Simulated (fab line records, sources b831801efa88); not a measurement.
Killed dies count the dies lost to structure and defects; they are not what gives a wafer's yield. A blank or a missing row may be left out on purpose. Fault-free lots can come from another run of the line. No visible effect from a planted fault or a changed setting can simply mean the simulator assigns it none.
Struck lot and sound lot, side by side / flow sfqLine / 15 out of 325 route steps
Sound: the wafers L998.1, L998.3, L998.6. Struck: wafer L106.3. (L106.2, L106.6 of the same lot were not struck and are left out.) The cause comes at the end.
Order at every step that has rows: each side's tool, ch and its chambers, its first start. Under that, the readings that differ: sound wafers / struck wafers / difference of the means / sigmas: that difference in standard deviations of wafers without a fault.
alike: readings with means less than 2 such deviations apart, plus words and numbers identical on both sides. not compared: withheld readings, readings lacking a value on some wafer, bounds such as >300 that could conceal the same value, and numbers that have no deviation in the record and whose values overlap.
The two part at a step that has a row with sigmas, a row that says differs or no value, or rows on one side only. Non-overlapping numbers with no deviation appear without sigmas and do not part them. Lack of a reading on every wafer of one side parts them only where that side has two or more wafers.

first, 1 step without rows for these wafers: SFQ_TRILAYER_M2_STRIP_SOLV_CLEAN_062 (cleans in NMP, time 600 s).
SFQ_TRILAYER_I2_DEP_PECVD_063: deposits SiO2 from SiH4/N2O, time 111.11 s, target thk 500 nm.
  sound on pecvd-02 ch 0,1, day 20 06:47; struck on pecvd-04 ch 1, day 24 16:25
  alike: heaterPowerW, throttleValvePct
SFQ_TRILAYER_I2_CMP_CMP_064: polishes SiO2.
  sound on cmp-02 ch 0,2,3, day 20 10:58; struck on cmp-01 ch 0, day 24 18:40
  alike: edgeZonePressureFrac, headPressurePsi, motorCurrentA, timeToEndpointS
SFQ_I2_BOW_MEAS_917:
  struck on filmMetro-02, day 24 21:11; sound on filmMetro-03, day 20 13:28
  alike: I2_BOW
SFQ_TRILAYER_I2_METRO_MEASURE_065:
  struck on filmMetro-02, day 24 21:29; sound on filmMetro-03, day 20 13:35
reading=thkNm (nm); sound=198.4 200.0 199.2; struck=202.1; difference=+2.9; sigmas=+3
then, 6 steps without rows for these wafers: SFQ_TRILAYER_I2_VIA_LITHO_COAT_072 (resist thk 62 nm); SFQ_TRILAYER_I2_VIA_LITHO_COAT_067 (resist thk 650 nm); SFQ_TRILAYER_I2_VIA_LITHO_SOFTBAKE_071; SFQ_TRILAYER_I2_VIA_LITHO_EXPOSE_068 (exposes mask I2, target cd 500 nm); SFQ_TRILAYER_I2_VIA_LITHO_PEB_070 (peb time 60 s); SFQ_TRILAYER_I2_VIA_LITHO_DEVELOP_069 (time 60 s).
-- the record jumps here: 6 days lie between the struck wafers' starts before and after --
SFQ_I2_OVL_MEAS_918:
  struck on overlay-01, day 30 18:15; sound on overlay-02, day 27 00:56
  alike: I2_OVL
SFQ_TRILAYER_I2_VIA_BARC_OPEN_VIA_ETCH_096: etches BARC in O2, target depth 125 nm, time 41.7 s.
  sound on rieDiel-04 ch 2,3, day 27 00:58; struck on rieDiel-01 ch 2, day 30 18:17
reading=oesProductAu (a.u.); sound=0.682 0.691 0.687; struck=0.627; difference=-0.060; sigmas=-14
reading=runLengthS (s); sound=71.1 70.3 70.3; struck=78.8; difference=+8.2; sigmas=+19
reading=model.KrF_of_TRILAYER_I2_VIA_LITHO_COAT_067.thkNm (nm); sound=571.2 574.2 574.1; struck=561.9; difference=-11.3; sigmas=
  alike: drypumpMotorCurrentA
  not compared: rfHoursCounterH
SFQ_TRILAYER_I2_VIA_ETCH_VIA_ETCH_070: etches SiO2 in CHF3, stops on Nb, target depth 260 nm.
  sound on rieDiel-04 ch 2,3, day 27 01:01; struck on rieDiel-01 ch 2, day 30 18:19
reading=model.KrF_of_TRILAYER_I2_VIA_LITHO_COAT_067.thkNm (nm); sound=525.7 529.7 529.1; struck=516.5; difference=-11.7; sigmas=
  alike: drypumpMotorCurrentA, oesProductAu
SFQ_TRILAYER_I2_VIA_STRIP_STRIP_071: strips in O2.
  sound on rieMetal-03 ch 0,1, day 27 01:07; struck on rieMetal-03 ch 1, day 30 18:26
  alike: drypumpMotorCurrentA, oesProductAu
  not compared: rfHoursCounterH

== WHERE THEY PART ==
Earliest at SFQ_TRILAYER_I2_METRO_MEASURE_065; latest, in this record, at SFQ_TRILAYER_I2_VIA_BARC_OPEN_VIA_ETCH_096. Later steps at which nothing parts them and some readings are alike: SFQ_TRILAYER_I2_VIA_ETCH_VIA_ETCH_070, SFQ_TRILAYER_I2_VIA_STRIP_STRIP_071.

WHY: whatever the simulator had introduced
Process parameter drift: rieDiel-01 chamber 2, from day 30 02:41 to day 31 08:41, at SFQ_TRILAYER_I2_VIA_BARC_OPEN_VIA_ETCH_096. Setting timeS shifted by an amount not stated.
